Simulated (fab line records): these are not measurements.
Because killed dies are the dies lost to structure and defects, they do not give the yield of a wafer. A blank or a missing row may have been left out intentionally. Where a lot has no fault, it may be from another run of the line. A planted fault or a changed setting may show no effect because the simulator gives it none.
A lot that was struck, set against a sound lot / flow sky130 / 19 steps out of a route of 708
Sound: these wafers, L980.1, L980.4, L980.6. The struck wafers were L988.1, L988.5, L988.6. Last of all comes the cause.
Each step with rows lists, per side, the tool, then ch with its chambers, then its first start. Under that, the readings that differ: sound wafers / struck wafers / difference of the means / sigmas: that difference in standard deviations of wafers without a fault.
alike: readings with means less than 2 such deviations apart, plus words and numbers identical on both sides. not compared: withheld readings, readings lacking a value on some wafer, bounds such as >300 that could conceal the same value, and numbers that have no deviation in the record and whose values overlap.
The two part at a step that has a row with sigmas, a row that says differs or no value, or rows on one side only. Numbers that don't overlap but have no deviation are shown without sigmas and don't part them. Lack of a reading on every wafer of one side parts them only where that side has two or more wafers.

SKY_METAL4_STRIP_19: strips in O2/N2.
  sound on plasma_asher-03 ch 0,1, day 44 09:04; struck on plasma_asher-04 ch 0,1, day 46 14:02
  alike: drypump_motor_current_A, n2_flow_sccm, oes_product_au, strip_time_to_endpoint_s
  not compared: rf_hours_counter_h
then, 4 steps without rows for these wafers: SKY_METAL4_STRIP_20 (strips in post etch residue remover, time 1200 s); SKY_METAL4_CLEAN_21 (cleans in IPA, time 180 s); SKY_METAL4_CLEAN_22 (cleans in O3/DIW); SKY_VIA4_HDPCVD_00 (deposits SiO2, target thk 1750 nm, time 291.7 s).
SKY_VIA4_THK_MEAS_01:
  sound on film_metro-03, day 44 09:50; struck on film_metro-02, day 46 14:53
  alike: VIA4_HDPCVD_THK
SKY_VIA4_CMP_02: polishes SiO2.
  sound on cmp-01 ch 0,1,3, day 44 09:59; struck on cmp-02 ch 1,2,3, day 46 15:06
  alike: motor_current_A, platen_rpm
SKY_VIA4_BOW_MEAS_03:
  sound on film_metro-04, day 44 10:11; struck on film_metro-04, day 46 15:15
  alike: VIA4_BOW
then, 4 steps without rows for these wafers: SKY_VIA4_DEHYDRATE_04 (time 60 s); SKY_VIA4_HMDS_05 (prime time 60 s); SKY_VIA4_COAT_06 (resist thk 1140 nm); SKY_VIA4_SOFTBAKE_07 (time 60 s).
SKY_VIA4_EXPOSE_08: exposes mask VIM4, target cd 800 nm.
  sound on iline_stepper-01 ch 0, day 44 21:53; struck on iline_stepper-02 ch 0, day 47 01:37
reading=exposure_dose_mJ_cm2; sound=131.85 131.81 131.89; struck=120.37 120.40 120.14; difference=-11.55; sigmas=-96
  alike: mask
then, 2 steps without rows for these wafers: SKY_VIA4_PEB_09; SKY_VIA4_DEVELOP_10 (develop time 60 s).
SKY_VIA4_OVL_MEAS_11:
  sound on overlay-01, day 45 08:19; struck on overlay-01, day 47 11:43
  alike: VIA4_OVL
SKY_VIA4_ETCH_12: etches SiO2 in C4F8/O2/Ar, stops on TiN, target depth 580 nm.
  sound on rie_diel-01 ch 0,1, day 45 08:22; struck on rie_diel-01 ch 0,2, day 47 11:46
reading=model.VIA4.cd_nm (nm); sound=801.4 798.6 798.3; struck=780.5 777.4 779.8; difference=-20.2; sigmas=
  alike: oes_product_au
SKY_VIA4_STRIP_13: strips in O2/N2.
  sound on plasma_asher-04 ch 0, day 45 08:26; struck on plasma_asher-01 ch 0,1, day 47 11:50
  alike: drypump_motor_current_A, n2_flow_sccm, oes_product_au, strip_time_to_endpoint_s
  not compared: rf_hours_counter_h
-- the record jumps here: 3 days lie between the struck wafers' starts before and after (it left off in module VIA4 and takes up again in module PAD_OPEN, whose first step shown is number 708 of the route) --
SKY_PAD_OPEN_PROBE_99:
  sound on prober-01, day 48 03:26; struck on prober-01, day 50 01:38
reading=model.etest.via4_chain.rc_ohm; sound=0.7744 0.7881 0.7759; struck=0.8439 0.8118 0.8428; difference=+0.0534; sigmas=
  alike: defect_limited_yield, killed_at_M0_to_M3, killed_at_M4_up, killed_at_contacts, killed_at_front_end, killed_at_other, killed_dies, killed_open, killed_short, sort_bin_3_pad_short, sort_bin_5_function, sort_bin_6_memory, sort_n_pass, sort_yield_pct

WHERE THEY PART
SKY_VIA4_EXPOSE_08 only, going by this record. Later steps at which nothing parts them and some readings are alike: SKY_VIA4_OVL_MEAS_11, SKY_VIA4_ETCH_12, SKY_VIA4_STRIP_13, SKY_PAD_OPEN_PROBE_99.

WHY: whatever the simulator had introduced
Drift in process parameters on iline_stepper-02 at SKY_VIA4_EXPOSE_08, starting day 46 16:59. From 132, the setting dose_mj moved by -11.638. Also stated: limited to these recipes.
